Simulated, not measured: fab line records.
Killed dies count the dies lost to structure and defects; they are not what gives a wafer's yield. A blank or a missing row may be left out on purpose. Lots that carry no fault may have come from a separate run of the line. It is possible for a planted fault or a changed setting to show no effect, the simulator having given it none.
Which tool is to blame? ; flow gf180mcu ; route of 602 steps, sampled at 1 step: 14 lots, 42 wafers

WHAT THE GAUGES SHOWED, per wafer
GF_CONTACT_THK_MEAS_01.
lot;measured;on;CONTACT_CVD_00_THK (nm)
L957;day 15 06:55;filmMetro-01;294 299 298
L958;day 15 13:43;filmMetro-03;290 300 295
L959;day 16 00:38;filmMetro-01;299 293 297
L962;day 17 02:41;filmMetro-01;294 295 299
L970;day 20 01:18;filmMetro-03;291 294 295
L971;day 20 15:04;filmMetro-03;300 297 300
L973;day 21 04:43;filmMetro-03;302 303 302
L974;day 21 09:24;filmMetro-03;297 296 297
L975;day 21 20:25;filmMetro-04;301 303 301
L976;day 21 23:07;filmMetro-03;300 301 300
L977;day 22 09:33;filmMetro-04;299 300 303
L978;day 22 18:39;filmMetro-04;302 299 302
L979;day 22 20:09;filmMetro-01;304 301 299
L980;day 23 07:20;filmMetro-03;299 294 295

WHICH TOOL RAN EACH LOT (tool, then ch and the chambers of the sampled wafers, then the start)
Before these readings, the record contains no process step.

AS READ BY THE TOOLS THEMSELVES (means over the sampled wafers that have a number; for cases with no such wafer, the mark the record gives instead)
The record holds no such reading with a usual standard deviation.

THE ANSWER, worked out from the rows above alone
Rule: what is usual is taken from the lots themselves. The widest of any qualifying gaps counts: lots, ordered by their means at a reading, are off when they make up no more than a third of the lots, leave a main group of 4 or more, and stand apart from it by 3 or more times the standard deviation of that group's means. The tables above print the reading to a certain number of digits; a main group whose means all agree to those digits is not used. Also off: a lot with no number at a reading for which 4 or more lots have one. All remaining lots with rows at the step are treated as sound. Order of review: gauges by route order, followed by the tools' own readings, for which a lot's mean as printed above is used. At the first step where some lot is off, the reading lying furthest off is the one used; lots without a number count as furthest.
Nothing can be told from this: no lot is off at any reading shown.

WHAT THE SIMULATOR HAD PUT IN
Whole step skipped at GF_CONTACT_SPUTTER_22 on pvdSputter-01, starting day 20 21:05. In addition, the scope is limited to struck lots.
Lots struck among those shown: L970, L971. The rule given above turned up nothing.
